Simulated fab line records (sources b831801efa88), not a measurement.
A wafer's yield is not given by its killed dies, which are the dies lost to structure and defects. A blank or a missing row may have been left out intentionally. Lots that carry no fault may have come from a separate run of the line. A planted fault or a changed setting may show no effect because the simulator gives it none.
What tool caused it? + flow sky130 + 34 wafers from 12 lots sampled at 6 of the route's 708 steps

== WHAT THE GAUGES SHOWED, per wafer ==
Not one reading of a measure or inspect step in the record can be checked against a usual standard deviation.

== WHAT TOOL EACH LOT RAN ON (gives the tool, then ch and the chambers of the sampled wafers, and finally the start) ==
| lot  | SKY_LOCAL_INTERCONNECT_ETCH_13    | SKY_CONTACT_CMP_04            | SKY_CONTACT_ETCH_17                | SKY_CONTACT_SPUTTER_23       | SKY_METAL1_METAL_ETCH_19          | SKY_PAD_OPEN_PROBE_99   |
|------|-----------------------------------|-------------------------------|------------------------------------|------------------------------|-----------------------------------|-------------------------|
| L578 | rie metal-03 ch 0,1, day 30 05:37 | cmp-01 ch 2,3, day 30 06:36   | rie diel-03 ch 0,1,3, day 31 11:05 | pvd sputter-01, day 31 11:49 | rie metal-01 ch 0,1, day 32 16:13 | -                       |
| L579 | rie metal-04 ch 0,1, day 30 14:36 | cmp-01 ch 0,2,3, day 30 15:34 | rie diel-02 ch 1,3, day 31 19:32   | pvd sputter-04, day 31 20:13 | rie metal-02 ch 0,1, day 33 00:11 | -                       |
| L583 | rie metal-03 ch 0,1, day 32 09:58 | cmp-01 ch 0,2,3, day 32 10:53 | rie diel-03 ch 1,2,3, day 33 14:50 | pvd sputter-02, day 33 15:31 | rie metal-01 ch 0,1, day 34 19:16 | -                       |
| L585 | rie metal-03 ch 0, day 32 18:36   | cmp-01 ch 2,3, day 32 19:41   | rie diel-01 ch 1,2, day 33 23:16   | pvd sputter-04, day 34 00:01 | rie metal-02 ch 0,1, day 35 02:34 | prober-02, day 47 12:41 |
| L587 | rie metal-01 ch 0,1, day 33 10:52 | cmp-01 ch 1,2, day 33 11:56   | rie diel-01 ch 0,2, day 34 14:17   | pvd sputter-04, day 34 15:04 | rie metal-03 ch 0,1, day 35 18:23 | prober-02, day 48 01:36 |
| L589 | rie metal-04 ch 0, day 34 09:22   | cmp-01 ch 0,2, day 34 10:25   | rie diel-01 ch 0,1, day 35 13:17   | pvd sputter-01, day 35 14:00 | rie metal-03 ch 0,1, day 36 17:36 | prober-01, day 48 18:31 |
| L596 | rie metal-03 ch 0,1, day 36 13:11 | cmp-01 ch 1,2,3, day 36 14:12 | rie diel-01 ch 0,1,2, day 37 16:35 | pvd sputter-01, day 37 17:16 | rie metal-03 ch 0,1, day 38 19:47 | -                       |
| L597 | rie metal-03 ch 0,1, day 36 20:06 | cmp-01 ch 1,2,3, day 36 21:11 | rie diel-01 ch 0,1,2, day 37 23:10 | pvd sputter-04, day 37 23:50 | rie metal-03 ch 0,1, day 39 01:45 | -                       |
| L598 | rie metal-01 ch 0,1, day 37 00:34 | cmp-01 ch 0,2,3, day 37 01:30 | rie diel-01 ch 0,1,2, day 38 04:19 | pvd sputter-04, day 38 04:59 | rie metal-02 ch 0,1, day 39 06:42 | -                       |
| L599 | rie metal-03 ch 0,1, day 37 02:38 | cmp-01 ch 0,2,3, day 37 04:00 | rie diel-02 ch 2,3, day 38 06:07   | pvd sputter-04, day 38 06:47 | rie metal-01 ch 0,1, day 39 09:05 | -                       |
| L600 | rie metal-04 ch 0,1, day 37 06:31 | cmp-01 ch 2,3, day 37 07:41   | rie diel-01 ch 0,1,2, day 38 09:10 | pvd sputter-01, day 38 09:53 | rie metal-03 ch 0,1, day 39 12:34 | -                       |
| L601 | rie metal-01 ch 0,1, day 37 20:16 | cmp-01 ch 0,1, day 37 21:27   | rie diel-03 ch 0,1,3, day 38 22:53 | pvd sputter-04, day 38 23:44 | rie metal-02 ch 0,1, day 40 01:33 | -                       |
- SKY_LOCAL_INTERCONNECT_ETCH_13: etches BARC in N2/H2, stops on SiO2, time 45.9 s, target depth 60 nm.
- SKY_CONTACT_CMP_04: polishes SiO2.
- SKY_CONTACT_ETCH_17: etches SiO2 in C4F8/O2/Ar, stops on Si3N4, target depth 340 nm.
- SKY_CONTACT_SPUTTER_23: material TiN, target thk 20 nm, time 80 s.
- SKY_METAL1_METAL_ETCH_19: etches the open film in Cl2/BCl3, stops on SiO2, target depth 360 nm, time 78 s.
- SKY_PAD_OPEN_PROBE_99

== WHAT THE TOOLS THEMSELVES READ (means of the sampled wafers that have a number; where no wafer has one, the mark that the record gives instead) ==
SKY_LOCAL_INTERCONNECT_ETCH_13. Usual: drypump motor current A 5.7 A, standard deviation 0.5; oes product au 0.854 a.u., standard deviation 0.0048; throttle valve pct 13.225 %, standard deviation 0.0091.
| lot  | tool         | drypump motor current A (A) | oes product au (a.u.) | throttle valve pct (%) | flag |
|------|--------------|-----------------------------|-----------------------|------------------------|------|
| L578 | rie metal-03 | 6.2                         | 0.853                 | 13.225                 |      |
| L579 | rie metal-04 | 5.7                         | 0.852                 | 13.224                 |      |
| L583 | rie metal-03 | 5.9                         | 0.856                 | 13.221                 |      |
| L585 | rie metal-03 | 5.6                         | 0.851                 | 13.224                 |      |
| L587 | rie metal-01 | 5.1                         | 0.853                 | 13.225                 |      |
| L589 | rie metal-04 | 5.7                         | 0.858                 | 13.218                 |      |
| L596 | rie metal-03 | 6.2                         | 0.854                 | 13.225                 |      |
| L597 | rie metal-03 | 5.9                         | 0.849                 | 13.231                 |      |
| L598 | rie metal-01 | 5.2                         | 0.855                 | 13.227                 |      |
| L599 | rie metal-03 | 5.9                         | 0.855                 | 13.221                 |      |
| L600 | rie metal-04 | 5.7                         | 0.855                 | 13.223                 |      |
| L601 | rie metal-01 | 5.2                         | 0.859                 | 13.223                 |      |

SKY_CONTACT_CMP_04. Usual: edge zone pressure frac 1.000, standard deviation 0.0047; head pressure psi 4.000 psi, standard deviation 0.0087; motor current A 12.3 A, standard deviation 1.7; time to endpoint s 81 s, standard deviation 4.5.
| lot  | tool   | edge zone pressure frac | head pressure psi (psi) | motor current A (A) | time to endpoint s (s) | flag |
|------|--------|-------------------------|-------------------------|---------------------|------------------------|------|
| L578 | cmp-01 | 0.998                   | 3.992                   | 12.9                | 83                     |      |
| L579 | cmp-01 | 1.000                   | 3.993                   | 13.4                | 86                     |      |
| L583 | cmp-01 | 0.998                   | 4.001                   | 13.2                | 80                     |      |
| L585 | cmp-01 | 1.001                   | 4.004                   | 12.5                | 85                     |      |
| L587 | cmp-01 | 0.997                   | 3.993                   | 11.3                | 93                     |      |
| L589 | cmp-01 | 0.998                   | 3.998                   | 13.8                | 92                     |      |
| L596 | cmp-01 | 1.003                   | 4.002                   | 11.2                | 80                     |      |
| L597 | cmp-01 | 1.001                   | 4.002                   | 11.4                | 82                     |      |
| L598 | cmp-01 | 0.997                   | 3.985                   | 13.1                | 84                     |      |
| L599 | cmp-01 | 0.997                   | 4.007                   | 13.0                | 87                     |      |
| L600 | cmp-01 | 0.999                   | 3.997                   | 12.8                | 85                     |      |
| L601 | cmp-01 | 1.000                   | 3.997                   | 11.0                | 85                     |      |

SKY_CONTACT_ETCH_17. Usual: oes product au at 0.891 a.u., with a standard deviation of 0.0047.
| lot  | tool        | oes product au (a.u.) | flag |
|------|-------------|-----------------------|------|
| L578 | rie diel-03 | 0.886                 |      |
| L579 | rie diel-02 | 0.891                 |      |
| L583 | rie diel-03 | 0.889                 |      |
| L585 | rie diel-01 | 0.927                 | OFF  |
| L587 | rie diel-01 | 0.938                 | OFF  |
| L589 | rie diel-01 | 0.947                 | OFF  |
| L596 | rie diel-01 | 0.898                 |      |
| L597 | rie diel-01 | 0.886                 |      |
| L598 | rie diel-01 | 0.894                 |      |
| L599 | rie diel-02 | 0.889                 |      |
| L600 | rie diel-01 | 0.891                 |      |
| L601 | rie diel-03 | 0.896                 |      |

SKY_CONTACT_SPUTTER_23. Usual: throttle valve pct at 30.3 %, with a standard deviation of 0.66.
| lot  | tool           | throttle valve pct (%) | flag |
|------|----------------|------------------------|------|
| L578 | pvd sputter-01 | 30.5                   |      |
| L579 | pvd sputter-04 | 30.1                   |      |
| L583 | pvd sputter-02 | 30.3                   |      |
| L585 | pvd sputter-04 | 29.8                   |      |
| L587 | pvd sputter-04 | 29.8                   |      |
| L589 | pvd sputter-01 | 30.0                   |      |
| L596 | pvd sputter-01 | 29.8                   |      |
| L597 | pvd sputter-04 | 30.2                   |      |
| L598 | pvd sputter-04 | 30.7                   |      |
| L599 | pvd sputter-04 | 30.4                   |      |
| L600 | pvd sputter-01 | 30.7                   |      |
| L601 | pvd sputter-04 | 30.0                   |      |

SKY_METAL1_METAL_ETCH_19. Usual: drypump motor current A 5.8 A, standard deviation 0.48; oes product au 0.856 a.u., standard deviation 0.006; throttle valve pct 22.263 %, standard deviation 0.0089.
| lot  | tool         | drypump motor current A (A) | oes product au (a.u.) | throttle valve pct (%) | flag |
|------|--------------|-----------------------------|-----------------------|------------------------|------|
| L578 | rie metal-01 | 5.1                         | 0.862                 | 22.267                 |      |
| L579 | rie metal-02 | 5.9                         | 0.856                 | 22.261                 |      |
| L583 | rie metal-01 | 5.1                         | 0.850                 | 22.258                 |      |
| L585 | rie metal-02 | 6.0                         | 0.862                 | 22.269                 |      |
| L587 | rie metal-03 | 6.0                         | 0.857                 | 22.262                 |      |
| L589 | rie metal-03 | 6.0                         | 0.850                 | 22.262                 |      |
| L596 | rie metal-03 | 5.9                         | 0.857                 | 22.266                 |      |
| L597 | rie metal-03 | 6.1                         | 0.865                 | 22.257                 |      |
| L598 | rie metal-02 | 6.0                         | 0.849                 | 22.261                 |      |
| L599 | rie metal-01 | 5.2                         | 0.850                 | 22.258                 |      |
| L600 | rie metal-03 | 6.1                         | 0.854                 | 22.262                 |      |
| L601 | rie metal-02 | 6.0                         | 0.856                 | 22.262                 |      |

SKY_PAD_OPEN_PROBE_99. Usual: killed_at_M0_to_M3 43, standard deviation 7.7; killed_at_M4_up 3.1, standard deviation 1.7; killed at contacts 23, standard deviation 4.8; killed at front end 15, standard deviation 4.5; killed at other 0.3, standard deviation 0.58; killed dies 85, standard deviation 10; killed on rim 17, standard deviation 3.8; killed open 46, standard deviation 7.5; killed short 38, standard deviation 6.5.
| lot  | tool      | killed_at_M0_to_M3 | killed_at_M4_up | killed at contacts | killed at front end | killed at other | killed dies | killed on rim | killed open | killed short | flag |
|------|-----------|--------------------|-----------------|--------------------|---------------------|-----------------|-------------|---------------|-------------|--------------|------|
| L585 | prober-02 | 44                 | 3.0             | 38                 | 14                  | 0.3             | 99          | 21            | 44          | 40           | OFF  |
| L587 | prober-02 | 42                 | 4.0             | 93                 | 16                  | 0.0             | 154         | 38            | 47          | 40           | OFF  |
| L589 | prober-01 | 34                 | 6.0             | 38                 | 14                  | 0.0             | 92          | 18            | 42          | 36           | OFF  |

== THE ANSWER, worked out from the rows above alone ==
Rule: lot off if the mean of its wafers having a number is beyond 3 standard deviations from the usual mean. A lot without any number at a reading at which 4 lots or more have one is off too. All remaining lots with rows at the step are treated as sound. The gauges are gone through in route order, then the tools' own readings, and for those a lot's mean is taken as printed above. The first step at which some lot is off is used, and at that step the reading that is off furthest; a lot without a number counts as furthest.
Off at SKY_CONTACT_ETCH_17 (oes product au): L585, L587, L589.
If a tool, at that step or one of the process steps before it, ran each lot that is off and ran no sound lot following the first of them, it fits. None of those tried fits.

== WHAT HAD BEEN PUT IN BY THE SIMULATOR ==
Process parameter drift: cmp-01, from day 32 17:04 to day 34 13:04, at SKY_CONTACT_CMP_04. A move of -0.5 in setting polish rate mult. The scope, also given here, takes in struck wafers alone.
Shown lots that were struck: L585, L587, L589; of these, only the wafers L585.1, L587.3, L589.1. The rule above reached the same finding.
